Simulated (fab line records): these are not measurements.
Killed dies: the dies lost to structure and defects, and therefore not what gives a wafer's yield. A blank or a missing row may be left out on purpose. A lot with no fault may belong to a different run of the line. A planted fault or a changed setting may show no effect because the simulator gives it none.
Comparing a struck lot with a sound one | flow sky130 | 17 out of 708 route steps
Sound: wafers L611.1, L611.2, L611.4. The struck wafers were L614.1, L614.2, L614.6. At the end, the cause is stated.
Order at every step that has rows: each side's tool, ch and its chambers, its first start. Under that, the readings that differ: sound wafers | struck wafers | difference of the means | sigmas: that difference in standard deviations of wafers without a fault.
alike: words and numbers the same on both sides, and readings whose means are apart by under 2 such deviations; not compared: readings that were withheld, readings missing a value for some wafer, numbers with overlapping values and no deviation given by the record, and bounds like >300 which may hide the same value.
A row with sigmas, a row that says differs or no value, or rows on one side alone: a step with any of these is where the two part. Numbers that have no deviation but don't overlap get no sigmas and don't part them. A reading missing from all wafers of one side parts the sides only when that side holds two or more wafers.

SKY_SONOS_ONO_THK_MEAS_03:
  sound on film-metro-02 at day 13 01:00; struck on film-metro-01 at day 13 18:26
  alike: SONOS_ONO_CVD_02_THK
then, 1 step without rows for these wafers: SKY_SONOS_ONO_CVD_04 (deposits SiO2 from SiH4/N2O, target thk 5.7199 nm).
SKY_SONOS_ONO_THK_MEAS_05:
  sound on film-metro-01 at day 13 02:19; struck on film-metro-01 at day 13 19:44
  alike: SONOS_ONO_CVD_04_THK
then, 7 steps without rows for these wafers: SKY_SONOS_ONO_DEHYDRATE_06 (time 60 s); SKY_SONOS_ONO_HMDS_07 (prime time 60 s); SKY_SONOS_ONO_COAT_08 (resist thk 1140 nm); SKY_SONOS_ONO_SOFTBAKE_09 (time 60 s); SKY_SONOS_ONO_EXPOSE_10 (exposes mask ONOM, target cd 410 nm); SKY_SONOS_ONO_PEB_11; SKY_SONOS_ONO_DEVELOP_12 (develop time 60 s).
SKY_SONOS_ONO_CD_MEAS_13: target cd 410 nm.
  sound on cd-sem-01 at day 14 02:59; struck on cd-sem-01 at day 14 22:17
  alike: cd-nm
SKY_SONOS_ONO_OVL_MEAS_14:
  sound on overlay-02 at day 14 03:07; struck on overlay-01 at day 14 22:25
  alike: SONOS_ONO_OVL
SKY_SONOS_ONO_ETCH_15: etches the open film in CHF3/O2, target depth 19.52 nm, time 7.8 s.
  sound on rie-diel-04 ch 0,1,2, day 14 03:09; struck on rie-diel-04 ch 0,2, day 14 22:27
  no value came back on the struck wafers for any of 5 readings (O2_flow_sccm (sccm), bias-w (W) and others); on the sound wafers O2_flow_sccm (sccm) reads 5.005 4.994 4.970
  reading                                        | sound             | struck            | difference | sigmas
  model.NOVOLAK_of_SONOS_ONO_COAT_08.thk-nm (nm) | 1119 1121 1118    | 1142 1139 1136    | +20        |
  model.SiO2_of_FIELD_ISO_CVD_24.thk-nm (nm)     | 400.2 400.7 400.9 | 402.7 402.9 402.4 | +2.1       |
  model.SiO2_of_NWELL_OXIDATION_01.thk-nm (nm)   | 5.67 5.696 5.517  | 8.619 8.934 8.848 | +3.173     |
  not compared: rf-hours-counter-h
then, 1 step without rows for these wafers: SKY_SONOS_ONO_WET_ETCH_16 (etches SiO2 in dHF, target depth 14 nm, time 280 s).
SKY_SONOS_ONO_STRIP_17: strips in O2/N2.
  sound on plasma-asher-02 ch 0,1, day 14 03:15; struck on plasma-asher-02 ch 0,1, day 14 22:40
  reading                      | sound             | struck            | difference | sigmas
  strip-time-to-endpoint-s (s) | 14.05 14.06 14.03 | 14.20 14.16 14.15 | +0.12      | +3
  alike: drypump-motor-current-A, oes-product-au
  not compared: rf-hours-counter-h
SKY_SONOS_ONO_WET_ETCH_18: etches Si3N4 in H3PO4, target depth 15 nm, time 172 s.
  sound on wet-bench-01 ch 0, day 14 03:21; struck on wet-bench-04 ch 1, day 14 22:46
  reading                                    | sound             | struck            | difference | sigmas
  bath-heat-duty-pct (%)                     | 25 24 24          | 32 33 33          | +8         | +3
  model.SiO2_of_FIELD_ISO_CVD_24.thk-nm (nm) | 384.5 384.9 385.1 | 387.1 387.2 386.7 | +2.2       |
  alike: bath-guard-temp-C
-- here the record skips 32 days between the struck wafers' starts before and after, leaving off in module SONOS_ONO and picking up in module PAD_OPEN (first step shown: number 708 of the route) --
SKY_PAD_OPEN_PROBE_99:
  only the struck wafers here have rows in the record (prober-02, day 47 08:48); the sound ones have none

## WHERE THEY PART
Earliest at SKY_SONOS_ONO_ETCH_15; latest, in this record, at SKY_PAD_OPEN_PROBE_99.

WHY: what had been put in by the simulator
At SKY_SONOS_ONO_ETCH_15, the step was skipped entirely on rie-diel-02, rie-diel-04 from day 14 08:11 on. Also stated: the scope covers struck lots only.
